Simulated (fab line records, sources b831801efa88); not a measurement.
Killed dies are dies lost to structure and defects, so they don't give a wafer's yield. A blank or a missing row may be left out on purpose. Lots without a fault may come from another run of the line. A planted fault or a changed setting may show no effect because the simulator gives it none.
One fault seen from 2 desks | flow gf180mcu | each desk has only its own numbers; what lay behind them comes last

THE METROLOGY DESK
What the gauges read, lot by lot, whatever tool the lot ran on: means of the sampled wafers that have a number. A lot is out of limits, marked OUT, if its mean lies more than 4 standard deviations from the usual mean; the brackets give that distance.
Columns: A = MVPSD_OVL at GF_MVPSD_OVL_MEAS_07, usual 0.6 nm; B = MVPSD_TW at GF_MVPSD_TW_MEAS_11, usual 552; C = VT_IMPLANT_OVL at GF_VT_IMPLANT_OVL_MEAS_07, usual -0.5 nm
lot  | first seen here | A    | B   | C
L990 | day 5 00:40     | 0.4  | 545 | -1.4
L991 | day 5 06:49     | 1.1  | 546 | 0.5
L999 | day 7 06:44     | 0.9  | 548 | -0.8
L101 | day 7 17:28     | -0.9 | 557 | -0.1
L110 | day 10 02:13    | 0.1  | 546 | 1.1
L113 | day 10 23:19    | -0.9 | 542 | -0.4
This desk's finding: nothing out of limits on any of the 6 lots.

THE TOOL OWNER'S DESK: litho_track-01
The tool's own readings at GF_VT_IMPLANT_DEVELOP_06 (develop time 60 s): means of the sampled wafers that have a number, for each lot that ran on this tool. A lot is out of limits, marked OUT, if its mean lies more than 4 standard deviations from the usual mean; the brackets give that distance.
Columns: A = developer_temp_C at GF_VT_IMPLANT_DEVELOP_06, usual 22.98 C
lot  | first seen here | A
L990 | day 5 14:50     | 22.94
L999 | day 7 21:22     | 22.05 (-9.3) OUT
L101 | day 8 09:59     | 22.19 (-7.9) OUT
L113 | day 11 17:25    | 23.02
This desk's finding: out of limits on L101, L999; first on L999, day 7 21:22 (developer_temp_C at GF_VT_IMPLANT_DEVELOP_06). In limits: L990, L113.

PUT TOGETHER
The tool owner's desk could have raised an alarm at day 7 21:22, on L101, L999.
The metrology desk saw nothing out of limits.
The metrology desk has L101, L999 on record, within its limits.
Of the lots named, all ran GF_VT_IMPLANT_DEVELOP_06 on litho_track-01.

WHAT THE SIMULATOR HAD PUT IN
Process parameter drift: litho_track-01, from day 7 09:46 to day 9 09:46, at GF_VT_IMPLANT_DEVELOP_06. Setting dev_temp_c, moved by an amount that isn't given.
Lots struck among those shown: L101, L999.
Hours from the fault's start to each desk's first reading out of limits: the tool owner's desk, 12.
